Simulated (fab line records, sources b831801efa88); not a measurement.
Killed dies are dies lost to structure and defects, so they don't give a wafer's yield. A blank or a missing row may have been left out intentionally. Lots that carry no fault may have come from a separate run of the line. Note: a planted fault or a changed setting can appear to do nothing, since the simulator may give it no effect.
Comparing a struck lot with a sound one ; flow gf180mcu ; 18 out of 602 route steps
Sound: wafers L940.1, L940.4, L940.5. Wafers struck: L955.1, L955.2, L955.5. The cause comes at the end.
For every step that has rows: the tool of each side, followed by ch and its chambers, followed by its first start. Under that, the readings that differ: sound wafers ; struck wafers ; difference of the means ; sigmas: that difference in standard deviations of wafers without a fault.
alike: words and numbers the same on both sides, and readings whose means are apart by under 2 such deviations; not compared: readings that were withheld, readings missing a value for some wafer, numbers with overlapping values and no deviation given by the record, and bounds like >300 which may hide the same value.
A row with sigmas, a row that says differs or no value, or rows on one side alone: a step with any of these is where the two part. When numbers do not overlap yet have no deviation, they are printed without sigmas and do not part them. A reading missing from all wafers of one side parts the sides only when that side holds two or more wafers.

GF_CONTACT_STRIP_18: strips in O2/N2.
  sound on plasma_asher-02 ch 0, day 16 08:27; struck on plasma_asher-04 ch 0,1, day 21 20:44
  alike: drypump_motor_current_A, heater_power_w, oes_product_au
  not compared: rf_hours_counter_h
then, 3 steps without rows for these wafers: GF_CONTACT_CLEAN_19 (cleans in SPM); GF_CONTACT_CLEAN_20 (cleans in DIW); GF_CONTACT_CLEAN_21 (cleans in dHF, time 20 s).
GF_CONTACT_SPUTTER_22: material Ti, target thk 15 nm, time 80.02 s.
  sound on pvd_sputter-04 at day 16 08:45; struck on pvd_sputter-03 at day 21 21:03
  alike: cathode_dc_power_W, chamber_pressure_pa, substrate_temp_c, throttle_valve_pct
then, 2 steps without rows for these wafers: GF_CONTACT_SPUTTER_23 (material TiN, target thk 10 nm, time 40 s); GF_CONTACT_CVD_24 (deposits W, target thk 300 nm, time 90.339 s).
GF_CONTACT_RS_MEAS_25: measures by four-point-probe.
  sound on film_metro-04 at day 16 08:57; struck on film_metro-02 at day 21 21:15
  alike: CONTACT_W_RS
GF_CONTACT_THK_MEAS_26: measures by xrf.
  sound on film_metro-04 at day 16 09:04; struck on film_metro-02 at day 21 21:22
  alike: CONTACT_W_THK
GF_CONTACT_CMP_27: polishes, stops on SiO2, t overpolish 15 s, target thk 0 nm.
  sound on cmp-02 ch 0,1, day 16 09:11; struck on cmp-02 ch 0,1, day 21 21:26
  alike: head_pressure_psi, motor_current_A, overpolish_run_s, time_to_endpoint_s
GF_M1_SPUTTER_00: material Ti, target thk 37.5 nm, time 150 s.
  sound on pvd_sputter-01 at day 16 09:26; struck on pvd_sputter-01 at day 21 21:44
  alike: cathode_dc_power_W, chamber_pressure_pa, substrate_temp_c, throttle_valve_pct
then, 1 step without rows for these wafers: GF_M1_SPUTTER_01 (material TiN, target thk 30 nm, time 25 s).
GF_M1_SPUTTER_02: material AlCu, target thk 450 nm, time 23.9 s.
  sound on pvd_sputter-01 at day 16 09:34; struck on pvd_sputter-01 at day 21 21:52
  no value came back on the struck wafers for cathode_dc_power_W (W), chamber_pressure_pa (Pa), throttle_valve_pct (%); on the sound wafers cathode_dc_power_W (W) reads 10601 10598 10599
then, 1 step without rows for these wafers: GF_M1_SPUTTER_03 (material Ti, target thk 10 nm, time 6.7 s).
GF_M1_SPUTTER_04: material TiN, target thk 50 nm, time 41.7 s.
  sound on pvd_sputter-01 at day 16 09:38; struck on pvd_sputter-01 at day 21 21:55
  alike: cathode_dc_power_W, chamber_pressure_pa, throttle_valve_pct
GF_M1_RS_MEAS_05: measures by four-point-probe.
  sound on film_metro-01 at day 16 09:40; struck on film_metro-03 at day 21 21:57
reading;sound;struck;difference;sigmas
M1_ALCU_RS (ohm/sq);0.0705 0.0688 0.0712;7.2114 7.1584 7.1525;+7.1039;+99 or more
GF_M1_THK_MEAS_06: measures by xrf.
  sound on film_metro-01 at day 16 09:47; struck on film_metro-03 at day 21 22:04
reading;sound;struck;difference;sigmas
M1_ALCU_THK (nm);443 454 438;<0 <0 <0;differs;
then, 1 step without rows for these wafers: GF_M1_DEHYDRATE_07 (time 60 s).

WHERE THEY PART
Last at GF_M1_THK_MEAS_06 as far as this record goes, first at GF_M1_SPUTTER_02.

WHY: what the simulator had put in
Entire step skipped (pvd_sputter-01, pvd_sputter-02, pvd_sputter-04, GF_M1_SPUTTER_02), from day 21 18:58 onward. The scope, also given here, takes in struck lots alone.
